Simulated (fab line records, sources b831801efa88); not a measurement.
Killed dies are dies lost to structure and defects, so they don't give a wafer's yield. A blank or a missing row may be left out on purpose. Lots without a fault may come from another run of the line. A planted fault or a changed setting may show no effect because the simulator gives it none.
A struck lot beside a sound one | flow sky130 | 15 steps out of a route of 708
Sound: wafers L560.1, L560.2, L560.6. Struck: wafer L546.5. (L546.4, L546.6 of the same lot were not struck and are left out.) The cause comes at the end.
At each step with rows: each side's tool, then ch and its chambers, then its first start. Under that, the readings that differ: sound wafers | struck wafers | difference of the means | sigmas: that difference in standard deviations of wafers without a fault.
alike: readings whose means differ by less than 2 such deviations, and words and numbers that are the same on both sides. not compared: withheld readings, readings that some wafer has no value for, bounds like >300 that may hide the same value, and numbers for which the record gives no deviation and whose values overlap.
The two part at a step that has a row with sigmas, a row that says differs or no value, or rows on one side only. Numbers that don't overlap but have no deviation are shown without sigmas and don't part them. A reading that every wafer of one side lacks parts them only if that side has two wafers or more.

first, 2 steps without rows for these wafers: SKY_METAL4_PEB_11; SKY_METAL4_DEVELOP_12 (develop time 60 s).
SKY_METAL4_CD_MEAS_13: target cd 300 nm.
  sound on cd_sem-02, day 47 22:58; struck on cd_sem-02, day 44 15:12
  reading    | sound             | struck | difference | sigmas
  cd_nm (nm) | 300.0 298.3 299.9 | 304.0  | +4.6       | +4
SKY_METAL4_OVL_MEAS_14:
  sound on overlay-01, day 47 23:05; struck on overlay-01, day 44 15:17
  alike: METAL4_OVL
then, 1 step without rows for these wafers: SKY_METAL4_DESCUM_15 (chemistry O2, time 8 s).
SKY_METAL4_ETCH_16: etches BARC in N2/H2, stops on SiO2, time 88.2 s, target depth 60 nm.
  sound on rie_metal-01 ch 0,1, day 47 23:09; struck on rie_metal-04 ch 1, day 44 15:22
  alike: drypump_motor_current_A, oes_product_au, rf_fwd_power_W, throttle_valve_pct
  not compared: rf_hours_counter_h
SKY_METAL4_ETCH_17: etches SiO2 in C4F8/O2/Ar, stops on TiN, time 3.9 s, target depth 15 nm.
  sound on rie_diel-03 ch 2,3, day 47 23:15; struck on rie_diel-04 ch 1, day 44 15:26
  alike: oes_product_au, rf_fwd_power_W
  not compared: rf_hours_counter_h
SKY_METAL4_METAL_ETCH_18: etches the open film in Cl2/BCl3, stops on SiO2, target depth 845 nm, time 183.1 s.
  sound on rie_metal-04 ch 0,1, day 47 23:16; struck on rie_metal-03 ch 0, day 44 15:31
  reading                | sound                | struck | difference | sigmas
  bcl3_flow_sccm (sccm)  | 30.06 30.21 30.12    | 29.80  | -0.33      | -4
  throttle_valve_pct (%) | 22.266 22.252 22.259 | 22.284 | +0.025     | +3
  alike: drypump_motor_current_A, oes_product_au, rf_fwd_power_W
  not compared: rf_hours_counter_h
SKY_METAL4_STRIP_19: strips in O2/N2.
  sound on plasma_asher-03 ch 0,1, day 47 23:27; struck on plasma_asher-04 ch 0, day 44 15:40
  alike: drypump_motor_current_A, oes_product_au, strip_time_to_endpoint_s
  not compared: rf_hours_counter_h
then, 3 steps without rows for these wafers: SKY_METAL4_STRIP_20 (strips in post etch residue remover, time 1200 s); SKY_METAL4_CLEAN_21 (cleans in IPA, time 180 s); SKY_METAL4_CLEAN_22 (cleans in O3/DIW).
SKY_VIA4_HDPCVD_00: deposits SiO2, target thk 1750 nm, time 291.7 s.
  sound on hdpcvd-01 ch 1,2, day 48 00:02; struck on hdpcvd-02 ch 1, day 44 16:19
  reading                                  | sound             | struck | difference | sigmas
  run_length_s (s)                         | 319.8 319.7 319.9 | 394.0  | +74.2      | +99 or more
  model.SiO2_of_VIA4_HDPCVD_00.thk_nm (nm) | 1740 1707 1742    | 2199   | +469       |
  alike: susceptor_temp_C
SKY_VIA4_THK_MEAS_01:
  sound on film_metro-04, day 48 00:13; struck on film_metro-01, day 44 16:26
  reading              | sound          | struck | difference | sigmas
  VIA4_HDPCVD_THK (nm) | 1740 1707 1743 | 2200   | +470       | +21
SKY_VIA4_CMP_02: polishes SiO2.
  sound on cmp-01 ch 0,1,2, day 48 00:23; struck on cmp-01 ch 1, day 44 16:28
  alike: head_pressure_psi, motor_current_A, slurry_flow_ml_min

WHERE THEY PART
First at SKY_METAL4_CD_MEAS_13; last, within this record, at SKY_VIA4_THK_MEAS_01. Later steps at which nothing parts them and some readings are alike: SKY_VIA4_CMP_02.

WHY: what the simulator had put in
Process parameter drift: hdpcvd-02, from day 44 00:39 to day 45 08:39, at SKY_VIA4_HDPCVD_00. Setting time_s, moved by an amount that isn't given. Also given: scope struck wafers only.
